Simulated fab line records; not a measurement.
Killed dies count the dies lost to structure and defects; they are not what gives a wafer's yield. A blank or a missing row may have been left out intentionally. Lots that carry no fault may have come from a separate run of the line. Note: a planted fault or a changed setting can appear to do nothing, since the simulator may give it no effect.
Comparing a struck lot with a sound one / flow sky130 / 31 steps out of a route of 708
Sound: wafers L509.1, L509.5, L509.6. The struck wafers were L521.2, L521.4, L521.6. The cause comes at the end.
Order at every step that has rows: each side's tool, ch and its chambers, its first start. Under that, the readings that differ: sound wafers / struck wafers / difference of the means / sigmas: that difference in standard deviations of wafers without a fault.
alike: words and numbers the same on both sides, and readings whose means are apart by under 2 such deviations; not compared: readings that were withheld, readings missing a value for some wafer, numbers with overlapping values and no deviation given by the record, and bounds like >300 which may hide the same value.
Wherever a step has rows on one side only, a row that says differs or no value, or a row with sigmas, the two part there. Numbers that don't overlap but have no deviation are shown without sigmas and don't part them. Lack of a reading on every wafer of one side parts them only where that side has two or more wafers.

SKY_FIELD_ISO_BOW_MEAS_00:
  sound on film-metro-02 at day 2 06:00; struck on film-metro-03 at day 4 18:01
  alike: INCOMING_BOW
then, 1 step without rows for these wafers: SKY_FIELD_ISO_OXIDATION_01 (stabilise 600 s, purge 300 s, target thk 12 nm).
SKY_FIELD_ISO_THK_MEAS_02:
  sound on film-metro-03 at day 2 08:38; struck on film-metro-03 at day 4 19:38
  alike: FIELD_ISO_OXIDATION_00_THK
SKY_FIELD_ISO_CVD_03: deposits Si3N4 from DCS/NH3, target thk 165 nm, time 2830 s.
  sound on lpcvd-02 ch 1, day 2 09:33; struck on lpcvd-02 ch 1, day 4 19:41
reading=pressure-mtorr (mTorr); sound=250.7 249.7 250.3; struck=200.2 200.4 199.9; difference=-50.1; sigmas=-98
reading=model.Si3N4_of_FIELD_ISO_CVD_03.thk-nm (nm); sound=163.2 164 165.5; struck=155.7 155.1 155.9; difference=-8.7; sigmas=
  alike: spike-tc-lower-C, spike-tc-top-C, zone-power-bottom-pct
SKY_FIELD_ISO_THK_MEAS_04:
  sound on film-metro-03 at day 2 11:20; struck on film-metro-03 at day 4 21:29
reading=FIELD_ISO_CVD_03_THK (nm); sound=163.2 164.1 165.7; struck=155.7 155.0 155.8; difference=-8.8; sigmas=-5
then, 8 steps without rows for these wafers: SKY_FIELD_ISO_DEHYDRATE_05 (time 60 s); SKY_FIELD_ISO_HMDS_06 (prime time 60 s); SKY_FIELD_ISO_COAT_07 (resist thk 60 nm); SKY_FIELD_ISO_COAT_08 (resist thk 450 nm); SKY_FIELD_ISO_SOFTBAKE_09 (time 90 s); SKY_FIELD_ISO_EXPOSE_10 (exposes mask FOM, target cd 150 nm); SKY_FIELD_ISO_PEB_11; SKY_FIELD_ISO_DEVELOP_12 (develop time 60 s).
SKY_FIELD_ISO_CD_MEAS_13 targets a cd of 150 nm.
  sound on cd-sem-02 at day 3 02:30; struck on cd-sem-01 at day 5 16:02
  alike: cd-nm
SKY_FIELD_ISO_ETCH_14: etches BARC in N2/H2, stops on SiO2, time 45.9 s, target depth 60 nm.
  sound on rie-diel-04 ch 0,1,2, day 3 02:37; struck on rie-diel-04 ch 2,3, day 5 16:08
  alike: drypump-motor-current-A, oes-product-au, throttle-valve-pct
  not compared: rf-hours-counter-h
SKY_FIELD_ISO_ETCH_15: etches the open film in CHF3/O2, stops on Si, target depth 180 nm, time 72 s.
  sound on rie-diel-04 ch 0,1,2, day 3 02:40; struck on rie-diel-04 ch 2,3, day 5 16:11
reading=oes-product-au (a.u.); sound=0.944 0.937 0.947; struck=0.916 0.909 0.925; difference=-0.026; sigmas=-4
reading=model.etch.depth-nm (nm); sound=163.2 164 165.5; struck=155.7 155.1 155.9; difference=-8.7; sigmas=
  alike: drypump-motor-current-A, throttle-valve-pct
  not compared: rf-hours-counter-h
SKY_FIELD_ISO_STRIP_16: strips in O2/N2.
  sound on plasma-asher-04 ch 0,1, day 3 02:43; struck on plasma-asher-01 ch 0, day 5 16:14
  alike: drypump-motor-current-A, oes-product-au, strip-time-to-endpoint-s
  not compared: rf-hours-counter-h
SKY_FIELD_ISO_ETCH_17: etches Si in HBr/Cl2/O2, target depth 342 nm, time 97.7 s.
  sound on rie-si-01 ch 0,1, day 3 02:49; struck on rie-si-02 ch 0,1,3, day 5 16:20
  alike: drypump-motor-current-A, mfc-cl2-sccm, oes-product-au, throttle-valve-pct
  not compared: rf-hours-counter-h
then, 5 steps without rows for these wafers: SKY_FIELD_ISO_WET_ETCH_18 (etches Si3N4 in H3PO4, target depth 25 nm, time 286 s); SKY_FIELD_ISO_CLEAN_19 (cleans in SC1/SC2, time 150 s); SKY_FIELD_ISO_CLEAN_20 (cleans in dHF, time 20 s); SKY_FIELD_ISO_WET_ETCH_21 (etches SiO2 in dHF, target depth 20 nm, time 400 s); SKY_FIELD_ISO_OXIDATION_22 (stabilise 600 s, purge 300 s, target thk 10 nm).
SKY_FIELD_ISO_THK_MEAS_23:
  sound on film-metro-04 at day 3 07:10; struck on film-metro-02 at day 5 17:52
reading=FIELD_ISO_OXIDATION_01_THK (nm); sound=9.75 10.00 9.98; struck=10.26 10.26 10.35; difference=+0.38; sigmas=+2
then, 1 step without rows for these wafers: SKY_FIELD_ISO_CVD_24 (deposits SiO2, target thk 595 nm, time 99.2 s).
SKY_FIELD_ISO_THK_MEAS_25:
  sound on film-metro-03 at day 3 07:17; struck on film-metro-04 at day 5 17:59
  alike: FIELD_ISO_CVD_24_THK
then, 1 step without rows for these wafers: SKY_FIELD_ISO_ANNEAL_26 (time 1800 s).
SKY_FIELD_ISO_CMP_27: polishes, stops on Si3N4, t overpolish 16 s, target thk 457.8 nm.
  sound on cmp-01 ch 0,1,2, day 3 11:44; struck on cmp-01 ch 0,1, day 5 19:35
  alike: motor-current-A
SKY_FIELD_ISO_WET_ETCH_28: etches SiO2 in dHF, target depth 23.7 nm, time 47 s.
  sound on wet-bench-04 ch 2, day 3 11:53; struck on wet-bench-04 ch 2, day 5 19:50
reading=temp-c (C); sound=25.08 25.15 25.02; struck=24.91 24.87 24.71; difference=-0.25; sigmas=-2
reading=model.Si3N4_of_FIELD_ISO_CVD_03.thk-nm (nm); sound=116.7 117.7 119.3; struck=109.5 108.4 109.8; difference=-8.7; sigmas=
then, 1 step without rows for these wafers: SKY_FIELD_ISO_WET_ETCH_29 (etches Si3N4 in H3PO4, target depth 160 nm, time 1825 s).
-- the record jumps here: 44 days lie between the struck wafers' starts before and after (it left off in module FIELD_ISO and takes up again in module PAD_OPEN, whose first step shown is number 708 of the route) --
SKY_PAD_OPEN_PROBE_99:
  sound on prober-01 at day 47 10:42; struck on prober-02 at day 49 17:06
reading=model.etest.field-n.vt-v (V); sound=36.34 36.24 36.22; struck=34.88 36.01 35.15; difference=-0.92; sigmas=
  alike: killed_at_M0_to_M3, killed_at_M4_up, killed-at-contacts, killed-at-front-end, killed-at-other, killed-dies, killed-open, killed-short
  not compared: model.etest.cap-li-to-poly.c-af-um2, model.etest.sram-nfet-pass.off-log10-a-um

## WHERE THEY PART
Last at SKY_FIELD_ISO_WET_ETCH_28 as far as this record goes, first at SKY_FIELD_ISO_CVD_03. Later steps at which nothing parts them and some readings are alike: SKY_PAD_OPEN_PROBE_99.

WHY: whatever the simulator had introduced
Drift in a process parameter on lpcvd-02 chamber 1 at SKY_FIELD_ISO_CVD_03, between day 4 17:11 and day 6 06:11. From 250, the setting pressure-mtorr moved by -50. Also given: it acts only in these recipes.
